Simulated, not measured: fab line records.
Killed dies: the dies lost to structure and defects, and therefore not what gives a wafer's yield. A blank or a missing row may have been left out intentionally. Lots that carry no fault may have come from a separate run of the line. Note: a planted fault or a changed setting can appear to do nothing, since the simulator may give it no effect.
Chamber matching | flow sky130 | SKY_FIELD_ISO_ETCH_15 on rie diel-02 has 4 sister chambers
The step etches the open film in CHF3/O2, stops on Si, target depth 180 nm, time 72 s. 8 wafers are shown with their chamber, then 10 later ones without.

== WAFERS, EACH WITH ITS CHAMBER ==
wafer  | chamber | drypump motor current A (A) | oes product au (a.u.)
L080.3 | 2       | 4.7                         | 0.950
L082.1 | 0       | 6.2                         | 0.943
L082.2 | 3       | 6.0                         | 0.948
L082.4 | 2       | 4.6                         | 0.937
L086.2 | 0       | 6.2                         | 0.932
L086.6 | 3       | 6.0                         | 0.939
L087.3 | 1       | 5.9                         | 0.955
L087.4 | 1       | 6.0                         | 0.954

== WAFERS MISSING THEIR CHAMBER ==
wafer  | drypump motor current A (A) | oes product au (a.u.)
L087.6 | 6.0                         | 0.948
L091.1 | 4.6                         | 0.951
L091.2 | 5.9                         | 0.957
L091.5 | 6.0                         | 0.956
L094.1 | 5.9                         | 0.949
L094.5 | 4.6                         | 0.957
L094.6 | 5.9                         | 0.945
L097.1 | 4.6                         | 0.954
L097.3 | 5.9                         | 0.953
L097.6 | 4.6                         | 0.955

== CHAMBER TAKEN BY EACH ==
wafer  | from the rows above     | in truth
L087.6 | can't be placed: 3 or 1 | 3
L091.1 | 2                       | 2
L091.2 | can't be placed: 1 or 3 | 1
L091.5 | can't be placed: 1 or 3 | 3
L094.1 | can't be placed: 1 or 3 | 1
L094.5 | 2                       | 2
L094.6 | can't be placed: 1 or 3 | 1
L097.1 | 2                       | 2
L097.3 | can't be placed: 1 or 3 | 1
L097.6 | 2                       | 2
Correctly placed: 4 of 10. Not placeable from these rows: 6 (in 6, the candidates include the true chamber). 0 placed wrongly.
How it was worked out, from the rows above alone: a wafer's distance from a chamber is the root of the sum, over the readings, of the square of ((its reading less the chamber's mean) divided by the reading's scatter). The wafer belongs to the nearest chamber; if the next one is less than 2 further off, it can't be placed. For every chamber, the mean is computed from those of its wafers that are shown. The scatter is the square root of a quotient: the sum, over the shown wafers, of each reading's squared deviation from its chamber's mean, divided by wafers minus chambers.
